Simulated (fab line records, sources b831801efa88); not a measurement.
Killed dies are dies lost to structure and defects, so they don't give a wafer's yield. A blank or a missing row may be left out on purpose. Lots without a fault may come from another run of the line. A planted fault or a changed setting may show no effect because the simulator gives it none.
Which tool did it? | flow gf180mcu | 14 lots, 42 wafers sampled, at 4 steps of a route of 602

WHAT THE GAUGES READ, wafer by wafer
GF_SALICIDE_THK_MEAS_05: measures by xrf.
lot  | measured     | on            | SALICIDE_TIN_THK (nm)
L927 | day 14 11:46 | film_metro-01 | 19.25 19.21 19.21
L928 | day 14 18:34 | film_metro-01 | 19.70 19.34 19.41
L930 | day 15 19:45 | film_metro-02 | 19.13 19.13 19.11
L931 | day 16 08:01 | film_metro-02 | 19.75 19.46 19.74
L932 | day 16 14:08 | film_metro-02 | 19.17 19.38 19.20
L934 | day 17 14:01 | film_metro-01 | 19.24 19.44 19.10
L935 | day 17 17:50 | film_metro-02 | 19.31 19.00 19.58
L936 | day 17 18:34 | film_metro-04 | 19.51 19.44 19.52
L938 | day 18 06:32 | film_metro-02 | 19.67 19.36 19.43
L940 | day 19 14:50 | film_metro-04 | 19.52 19.78 19.30
L942 | day 20 00:40 | film_metro-02 | 19.84 19.77 19.41
L943 | day 20 07:04 | film_metro-01 | 19.47 19.43 19.50
L944 | day 20 20:19 | film_metro-02 | 19.14 19.14 19.19
L945 | day 21 00:25 | film_metro-04 | 19.23 19.05 19.28

WHICH TOOL RAN EACH LOT (tool, then ch and the chambers of the sampled wafers, then the start)
lot  | GF_NSD_COAT_02                    | GF_SAB_STRIP_13                      | GF_SALICIDE_SPUTTER_02
L927 | litho_track-03 ch 0, day 12 21:56 | plasma_asher-04 ch 0,1, day 14 11:24 | pvd_sputter-04, day 14 11:35
L928 | litho_track-02 ch 0, day 13 02:40 | plasma_asher-03 ch 0,1, day 14 18:09 | pvd_sputter-03, day 14 18:23
L930 | litho_track-02 ch 0, day 13 16:26 | plasma_asher-04 ch 0,1, day 15 19:23 | pvd_sputter-03, day 15 19:34
L931 | litho_track-02 ch 0, day 14 00:26 | plasma_asher-03 ch 0, day 16 07:39   | pvd_sputter-04, day 16 07:50
L932 | litho_track-02 ch 0, day 14 06:56 | plasma_asher-03 ch 0,1, day 16 13:43 | pvd_sputter-03, day 16 13:56
L934 | litho_track-02 ch 0, day 15 03:47 | plasma_asher-03 ch 0,1, day 17 13:39 | pvd_sputter-04, day 17 13:50
L935 | litho_track-03 ch 0, day 15 07:41 | plasma_asher-01 ch 0,1, day 17 17:29 | pvd_sputter-04, day 17 17:40
L936 | litho_track-02 ch 0, day 15 09:04 | plasma_asher-03 ch 0,1, day 17 18:13 | pvd_sputter-02, day 17 18:24
L938 | litho_track-03 ch 0, day 15 20:10 | plasma_asher-01 ch 0,1, day 18 06:10 | pvd_sputter-03, day 18 06:21
L940 | litho_track-02 ch 0, day 17 02:01 | plasma_asher-01 ch 0,1, day 19 14:29 | pvd_sputter-02, day 19 14:40
L942 | litho_track-02 ch 0, day 17 13:28 | plasma_asher-01 ch 0,1, day 20 00:19 | pvd_sputter-03, day 20 00:30
L943 | litho_track-02 ch 0, day 17 19:02 | plasma_asher-01 ch 0,1, day 20 06:43 | pvd_sputter-03, day 20 06:52
L944 | litho_track-02 ch 0, day 18 07:53 | plasma_asher-03 ch 0,1, day 20 19:49 | pvd_sputter-03, day 20 20:07
L945 | litho_track-03 ch 0, day 18 12:31 | plasma_asher-03 ch 0,1, day 20 23:54 | pvd_sputter-03, day 21 00:14
- GF_NSD_COAT_02: resist thk 985.6 nm.
- GF_SAB_STRIP_13: strips in O2/N2.
- GF_SALICIDE_SPUTTER_02: material Co, target thk 10 nm, time 20 s.

WHAT THE TOOLS THEMSELVES READ (means of the sampled wafers that have a number; where no wafer has one, the mark that the record gives instead)
GF_NSD_COAT_02.
lot  | tool           | spin_speed_rpm (rpm)
L927 | litho_track-03 | 2999.3
L928 | litho_track-02 | 3002.5
L930 | litho_track-02 | 2999.6
L931 | litho_track-02 | 3001.4
L932 | litho_track-02 | 3002.9
L934 | litho_track-02 | 3000.3
L935 | litho_track-03 | 3000.6
L936 | litho_track-02 | 3000.6
L938 | litho_track-03 | 2999.5
L940 | litho_track-02 | 2997.8
L942 | litho_track-02 | 2997.7
L943 | litho_track-02 | 3033.8
L944 | litho_track-02 | 3035.3
L945 | litho_track-03 | 2999.2

GF_SAB_STRIP_13.
lot  | tool            | chamber_pressure_mTorr (mTorr) | drypump_motor_current_A (A) | heater_power_w (W) | oes_product_au (a.u.) | strip_time_to_endpoint_s (s)
L927 | plasma_asher-04 | 1500.3                         | 5.58                        | 319                | 0.709                 | 12.632
L928 | plasma_asher-03 | 1501.0                         | 5.92                        | 308                | 0.712                 | 12.621
L930 | plasma_asher-04 | 1498.8                         | 5.58                        | 321                | 0.708                 | 12.629
L931 | plasma_asher-03 | 1500.1                         | 6.16                        | 300                | 0.708                 | 12.630
L932 | plasma_asher-03 | 1500.3                         | 5.68                        | 315                | 0.714                 | 12.591
L934 | plasma_asher-03 | 1499.0                         | 5.68                        | 316                | 0.709                 | 12.621
L935 | plasma_asher-01 | 1500.7                         | 5.57                        | 330                | 0.705                 | 12.612
L936 | plasma_asher-03 | 1499.1                         | 5.69                        | 315                | 0.709                 | 12.629
L938 | plasma_asher-01 | 1500.2                         | 5.68                        | 355                | 0.711                 | 12.591
L940 | plasma_asher-01 | 1501.4                         | 5.59                        | 330                | 0.706                 | 12.545
L942 | plasma_asher-01 | 1500.4                         | 5.59                        | 327                | 0.708                 | 12.592
L943 | plasma_asher-01 | 1500.1                         | 5.69                        | 362                | 0.713                 | 12.619
L944 | plasma_asher-03 | 1500.7                         | 5.93                        | 309                | 0.704                 | 12.617
L945 | plasma_asher-03 | 1500.6                         | 5.70                        | 318                | 0.714                 | 12.597

GF_SALICIDE_SPUTTER_02.
lot  | tool           | chamber_pressure_pa (Pa) | throttle_valve_pct (%)
L927 | pvd_sputter-04 | 0.3996                   | 30.5
L928 | pvd_sputter-03 | 0.3996                   | 31.0
L930 | pvd_sputter-03 | 0.3989                   | 30.7
L931 | pvd_sputter-04 | 0.3999                   | 29.8
L932 | pvd_sputter-03 | 0.4000                   | 30.8
L934 | pvd_sputter-04 | 0.3994                   | 30.6
L935 | pvd_sputter-04 | 0.4003                   | 29.9
L936 | pvd_sputter-02 | 0.4003                   | 29.3
L938 | pvd_sputter-03 | 0.3998                   | 31.1
L940 | pvd_sputter-02 | 0.3992                   | 29.7
L942 | pvd_sputter-03 | 0.3998                   | 31.1
L943 | pvd_sputter-03 | 0.4004                   | 31.2
L944 | pvd_sputter-03 | 0.3997                   | 31.1
L945 | pvd_sputter-03 | 0.4000                   | 30.7

THE ANSWER, worked out from the rows above alone
Rule: what is usual is taken from the lots themselves. Put in order of their means at a reading, lots are off if they are a third of the lots or fewer, leave a main group of 4 or more, and stand apart from it by a gap of 3 or more times the standard deviation of the main group's means; of several such gaps the widest counts. A main group whose means are all the same, to the digits that the tables above print for the reading, isn't used. A lot without any number at a reading at which 4 lots or more have one is off too. The other lots that the step has rows for count as sound. The gauges are gone through in route order, then the tools' own readings, and for those a lot's mean is taken as printed above. The first step at which some lot is off is used, and at that step the reading that is off furthest; a lot without a number counts as furthest.
Off: L943, L944, at GF_NSD_COAT_02 (spin_speed_rpm). The main group: mean 3000.1 rpm, standard deviation 1.6.
A tool fits if, at that step or a process step before it, it ran every lot that is off, and no sound lot after the first of them. One fits: litho_track-02 at GF_NSD_COAT_02. Its last sound lot is L942 (day 17 13:28), its first lot that is off L943 (day 17 19:02): a fault that began between those two fits.
The tool's own readings at GF_NSD_COAT_02 bear it out: on the lots that are off they differ by more than 5 times the standard deviation of the sound lots' means. spin_speed_rpm reads 3034.6 rpm there against 3000.1 rpm on the sound lots.

WHAT THE SIMULATOR HAD PUT IN
Process parameter drift: litho_track-02, from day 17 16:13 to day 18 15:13, at GF_NSD_COAT_02. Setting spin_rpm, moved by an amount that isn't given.
Lots struck among those shown: L943, L944. The rule above found the same.
